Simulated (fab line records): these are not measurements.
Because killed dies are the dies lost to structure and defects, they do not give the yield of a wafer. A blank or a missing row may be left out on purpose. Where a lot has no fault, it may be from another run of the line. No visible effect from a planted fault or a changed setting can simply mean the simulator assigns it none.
The same fault as seen by 2 desks    flow sky130    only its own numbers are on each desk; what lay behind them is given at the end

== FOR THE TOOL OWNER'S DESK: plasma-asher-04 ==
The tool's own readings at SKY_PWDE_STRIP_09 (strips in O2/N2): means of the sampled wafers that have a number, for each lot that ran on this tool. Any lot whose mean is over 4 standard deviations away from the usual mean is out of limits and marked OUT; that distance is given in the brackets.
Columns: A = drypump-motor-current-A at SKY_PWDE_STRIP_09, usual 5.68 A; B = n2-flow-sccm at SKY_PWDE_STRIP_09, usual 300.1 sccm; C = oes-product-au at SKY_PWDE_STRIP_09, usual 0.723 a.u.; D = strip-time-to-endpoint-s at SKY_PWDE_STRIP_09, usual 36.89 s
lot   first seen here  A     B      C                D
L431  day 4 10:24      5.59  299.6  0.724            36.94
L434  day 5 02:37      5.74  300.4  0.724            36.92
L438  day 6 03:48      5.60  300.5  0.726            36.90
L445  day 7 13:48      5.74  300.1  0.960 (+50) OUT  -
This desk's finding: out of limits on L445; first on L445, day 7 13:48 (oes-product-au at SKY_PWDE_STRIP_09). L431, L434, L438: within limits.

== AT THE METROLOGY DESK ==
What the gauges read, lot by lot, whatever tool the lot ran on: means of the sampled wafers that have a number. Any lot whose mean is over 4 standard deviations away from the usual mean is out of limits and marked OUT; that distance is given in the brackets.
Columns: A = PWDE_OVL at SKY_PWDE_OVL_MEAS_07, usual -0.2 nm; B = PWDE_TW at SKY_PWDE_TW_MEAS_10, usual 372.2; C = NWELL_TW at SKY_NWELL_TW_MEAS_15, usual 1815; D = VT_ADJUST_LVTN_OVL at SKY_VT_ADJUST_LVTN_OVL_MEAS_07, usual 0.3 nm
lot   first seen here  A     B      C               D
L431  day 4 10:11      -0.6  374.8  1791            -0.4
L432  day 4 17:35      -2.2  374.1  1822            1.1
L434  day 5 02:25      1.0   371.2  1820            1.8
L435  day 5 07:02      -1.8  370.5  1814            -0.0
L436  day 5 13:32      0.5   370.2  1831            1.7
L437  day 5 19:20      -0.7  372.0  1805            -1.1
L438  day 6 03:37      0.2   370.0  1799            -0.5
L441  day 6 15:19      -1.1  370.1  1821            -1.9
L442  day 6 21:32      -0.6  370.1  1831            -0.1
L445  day 7 13:37      -0.2  368.7  1661 (-11) OUT  1.6
L449  day 8 12:23      -1.1  372.4  1792            1.3
L450  day 8 19:31      0.2   370.7  1814            -0.1
L452  day 9 02:43      0.4   375.0  1815            -2.0
This desk's finding: out of limits on L445; first on L445, day 8 10:35 (NWELL_TW at SKY_NWELL_TW_MEAS_15). L431, L432, L434, L435, L436, L437, L438, L441, L442, L449, L450, L452: within limits.

== ALL TOGETHER ==
On L445, at day 7 13:48, an alarm was possible from the tool owner's desk.
An alarm was possible from the metrology desk at day 8 10:35, on L445.
On plasma-asher-04, each named lot ran SKY_PWDE_STRIP_09.

== WHAT THE SIMULATOR HAD PUT IN ==
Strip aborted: plasma-asher-04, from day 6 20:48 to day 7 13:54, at SKY_PWDE_STRIP_09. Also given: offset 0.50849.
Struck lots among those shown: L445.
Fault start to first reading out of limits, in hours, per desk: tool owner, 17; metrology, 38.
